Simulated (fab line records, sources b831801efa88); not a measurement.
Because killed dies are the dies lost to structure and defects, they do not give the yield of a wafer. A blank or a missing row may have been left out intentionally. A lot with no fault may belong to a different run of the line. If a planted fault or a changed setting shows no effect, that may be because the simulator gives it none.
Code-filled problem report in 8D (eight disciplines) form    flow gf180mcu    the parts of the form that need people (team, actions taken, sign-off) are left out

1. THE PROBLEM
rf_fwd_power_W at GF_STI_ETCH_14 reads a mean of 499.9 W on 9 wafers of 3 lots; wafers without a fault read 596.4 W with a standard deviation of 2. That puts it -48 standard deviations away from the usual mean.
The step: etches Si in HBr/Cl2/O2, target depth 360 nm, time 102.9 s.
First seen on wafer L384.2, day 3 13:20, on rie_si-01. The record holds 21 wafers of 7 lots with a number at this step. The rule behind "out" and "out of limits": a value lying over 4 standard deviations away from the usual mean. The rest of the wafers with a number are treated as sound.

2. WHAT THIS IS AND IS NOT
question                     is                      is not
which readings at this step  rf_fwd_power_W          drypump_motor_current_A
which lots                   L384, L385, L388        L379, L382, L389, L395
which wafers of those lots   all that have a number  -
read on which tools          rie_si-01               rie_si-02
when                         from day 3 13:20        up to then (6 sound wafers); but 6 sound wafers of L389, L395 came after

3. SUSPECTS, AND WHAT RULES EACH OUT
Counting: any tool at a process step up to the reading is kept as a suspect provided that every lot that is out went through it and no sound lot did after the first of them.
- rie_diel-03 at GF_STI_ETCH_13 (etches the open film in CHF3/O2, stops on Si, target depth 282.31 nm, time 112.9 s): kept. It processed each lot that is out, first L384 at day 3 13:16, and no sound lot thereafter; up to then, the last sound lot it processed was L379 at day 2 10:55.
- rie_si-01 at GF_STI_ETCH_14 (etches Si in HBr/Cl2/O2, target depth 360 nm, time 102.9 s): kept. It processed each lot that is out, first L384 at day 3 13:20, and no sound lot thereafter; up to then, the last sound lot it processed was L382 at day 3 03:08. Its own readings are out on those wafers: rf_fwd_power_W.
The count leaves rie_si-01 at GF_STI_ETCH_14 and rie_diel-03 at GF_STI_ETCH_13.

4. THE CAUSE (what the simulator had put in)
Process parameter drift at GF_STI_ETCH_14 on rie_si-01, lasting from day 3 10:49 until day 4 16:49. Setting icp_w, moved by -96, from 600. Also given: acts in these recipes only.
After counting, 2 suspects remain, this tool included.

5. THE CHAIN OF EFFECTS, in route order
Each row: a reading whose mean over the struck wafers that have a number lies more than 3 standard deviations from the usual. Scope: only readings with a usual standard deviation given in the record; hours: median across lots of the time from each lot's start at the first step in this table that gives one to its start at this step; sigmas: change in usual standard deviations.
hours  step            reading         usual       on struck wafers  change  sigmas
0      GF_STI_ETCH_14  oes_product_au  1.003 a.u.  0.957             -0.046  -4.2
0      GF_STI_ETCH_14  rf_fwd_power_W  596.4 W     499.9             -96.5   -48
Process steps it contains:
- GF_STI_ETCH_14: etches Si in HBr/Cl2/O2, target depth 360 nm, time 102.9 s.

6. HOW IT WOULD HAVE BEEN CAUGHT EARLIER
In this record the first reading out of limits was taken at day 3 13:20, 3 hours after the fault began at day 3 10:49.
